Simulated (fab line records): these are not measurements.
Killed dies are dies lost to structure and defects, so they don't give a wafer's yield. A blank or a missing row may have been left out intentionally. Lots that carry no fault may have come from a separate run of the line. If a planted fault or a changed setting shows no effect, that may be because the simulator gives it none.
Code-filled problem report in 8D (eight disciplines) form ; flow sky130 ; the parts of the form that need people (team, actions taken, sign-off) are left out

1. WHAT WENT WRONG
Mean RES_XHIGH_RS at SKY_SD_N_RS_MEAS_18: 376.4 ohm/sq over 6 wafers in 2 lots; fault-free wafers: 333.1 ohm/sq, standard deviation 1.2. Relative to the usual mean, that is a shift of +36 standard deviations.
The step: measures by four-point-probe.
Seen first at day 29 18:24 on film_metro-02, wafer L639.2. The record has a number at this step for 36 wafers belonging to 12 lots. By rule, "out" or "out of limits" means more than 4 standard deviations away from the usual mean. Any other wafer with a number is counted as sound.

2. WHAT IT IS AND WHAT IT IS NOT
question;is;is not
which readings at this step;RES_XHIGH_RS;-
which lots;L639, L640;L634, L636, L638, L647, L648, L649, L651, L652, L653, L654
which wafers of those lots;all that have a number;-
read on which gauges;film_metro-02, film_metro-04;film_metro-01
when;from day 29 18:24;"up to then (9 sound wafers); but 21 sound wafers of L647, L648, L649, L651, L652, L653, L654 came after"

3. THE SUSPECTS, EACH WITH WHAT RULES IT OUT
Counting: a tool at a process step up to the reading stays a suspect if it ran every lot that is out and no sound lot after the first of them.
- ruled out: the gauge at SKY_SD_N_RS_MEAS_18. Those wafers that are out were read across 2 gauges (film_metro-02, film_metro-04).
- implanter-01 at SKY_RES_XHIGH_IMPLANT_07: ruled out as a lasting fault. The sound lots L647, L649 went through it after L639, its earliest lot that is out (day 28 13:38).
Left after counting: nothing in the record.

4. THE CAUSE (what the simulator had put in)
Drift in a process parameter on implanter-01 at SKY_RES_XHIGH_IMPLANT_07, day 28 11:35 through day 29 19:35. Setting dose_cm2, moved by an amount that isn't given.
It was ruled out by counting, in error; the rule expects a fault to strike all lots run on its tool from its start on, and this fault did not.

5. THE EFFECT CHAIN, in route order
Rows list readings where the struck wafers' mean (over those with a number) sits beyond 3 standard deviations from the usual. Readings are gone through only where the record gives a usual standard deviation; hours: the median, over the lots, of the time from a lot's start at the first step in this table giving one to that lot's start at this step; sigmas: the change measured in usual standard deviations.
hours;step;reading;usual;on struck wafers;change;sigmas
0;SKY_RES_XHIGH_IMPLANT_07;beam_on_s;38.5 s;32.9;-5.6;-4.6
0;SKY_RES_XHIGH_IMPLANT_07;dose_ions_cm2;3.601e+14;3.083e+14;-5.178e+13;-99 or more
29;SKY_SD_N_RS_MEAS_18;RES_XHIGH_RS;333.1 ohm/sq;376.4;+43.3;+36
The process steps in it:
- SKY_RES_XHIGH_IMPLANT_07

6. WHAT WOULD HAVE CAUGHT IT SOONER
The first out-of-limits reading at a measuring or inspecting step in this record came at day 29 18:24, 31 hours after the fault's start at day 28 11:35.
Tool's own readings at SKY_RES_XHIGH_IMPLANT_07, beam_on_s, dose_ions_cm2: out on all struck wafers the step has rows for; an alarm limit on them would have tripped on the first.
